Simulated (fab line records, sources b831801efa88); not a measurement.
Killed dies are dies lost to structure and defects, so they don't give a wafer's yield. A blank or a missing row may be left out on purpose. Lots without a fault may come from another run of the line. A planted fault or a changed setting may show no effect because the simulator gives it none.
A struck lot beside a sound one | flow sky130 | 15 steps out of a route of 708
Sound: wafers L558.2, L558.3, L558.4. Struck: wafers L563.3, L563.4, L563.5. The cause comes at the end.
At each step with rows: each side's tool, then ch and its chambers, then its first start. Under that, the readings that differ: sound wafers | struck wafers | difference of the means | sigmas: that difference in standard deviations of wafers without a fault.
alike: readings whose means differ by less than 2 such deviations, and words and numbers that are the same on both sides. not compared: withheld readings, readings that some wafer has no value for, bounds like >300 that may hide the same value, and numbers for which the record gives no deviation and whose values overlap.
The two part at a step that has a row with sigmas, a row that says differs or no value, or rows on one side only. Numbers that don't overlap but have no deviation are shown without sigmas and don't part them. A reading that every wafer of one side lacks parts them only if that side has two wafers or more.

first, 1 step without rows for these wafers: SKY_SONOS_ONO_OXIDATION_00 (stabilise 600 s, purge 300 s, target thk 2.6 nm).
SKY_SONOS_ONO_THK_MEAS_01:
  sound on film_metro-03, day 11 07:44; struck on film_metro-03, day 13 02:43
  alike: SONOS_ONO_OXIDATION_THK
then, 1 step without rows for these wafers: SKY_SONOS_ONO_CVD_02 (deposits Si3N4 from DCS/NH3, target thk 10.5 nm, time 180 s).
SKY_SONOS_ONO_THK_MEAS_03:
  sound on film_metro-03, day 11 09:32; struck on film_metro-03, day 13 04:16
  alike: SONOS_ONO_CVD_02_THK
then, 1 step without rows for these wafers: SKY_SONOS_ONO_CVD_04 (deposits SiO2 from SiH4/N2O, target thk 5.7199 nm).
-- the record jumps here: 4 days lie between the struck wafers' starts before and after --
SKY_SONOS_ONO_THK_MEAS_05:
  sound on film_metro-02, day 11 10:51; struck on film_metro-03, day 16 18:20
  alike: SONOS_ONO_CVD_04_THK
then, 6 steps without rows for these wafers: SKY_SONOS_ONO_DEHYDRATE_06 (time 60 s); SKY_SONOS_ONO_HMDS_07 (prime time 60 s); SKY_SONOS_ONO_COAT_08 (resist thk 1140 nm); SKY_SONOS_ONO_SOFTBAKE_09 (time 60 s); SKY_SONOS_ONO_EXPOSE_10 (exposes mask ONOM, target cd 410 nm); SKY_SONOS_ONO_PEB_11.
SKY_SONOS_ONO_DEVELOP_12: develop time 60 s.
  sound on litho_track-04 ch 0, day 12 10:13; struck on litho_track-04 ch 0, day 17 21:57
  reading              | sound             | struck            | difference | sigmas
  developer_temp_C (C) | 23.00 22.88 22.93 | 23.74 23.83 23.90 | +0.89      | +8
  alike: chill_plate_temp_C
SKY_SONOS_ONO_CD_MEAS_13: target cd 410 nm.
  sound on cd_sem-02, day 12 10:22; struck on cd_sem-02, day 17 22:05
  alike: cd_nm
-- the record jumps here: 32 days lie between the struck wafers' starts before and after (it left off in module SONOS_ONO and takes up again in module PAD_OPEN, whose first step shown is number 708 of the route) --
SKY_PAD_OPEN_PROBE_99:
  sound on prober-01, day 45 11:49; struck on prober-02, day 49 14:48
  alike: killed_at_M0_to_M3, killed_at_M4_up, killed_at_contacts, killed_at_front_end, killed_at_other, killed_dies, killed_on_rim, killed_open, killed_short

WHERE THEY PART
Only at SKY_SONOS_ONO_DEVELOP_12, within this record. Later steps at which nothing parts them and some readings are alike: SKY_SONOS_ONO_CD_MEAS_13, SKY_PAD_OPEN_PROBE_99.

WHY: what the simulator had put in
Process parameter drift: litho_track-04, from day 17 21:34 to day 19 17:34, at SKY_SONOS_ONO_DEVELOP_12. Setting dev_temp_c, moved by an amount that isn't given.
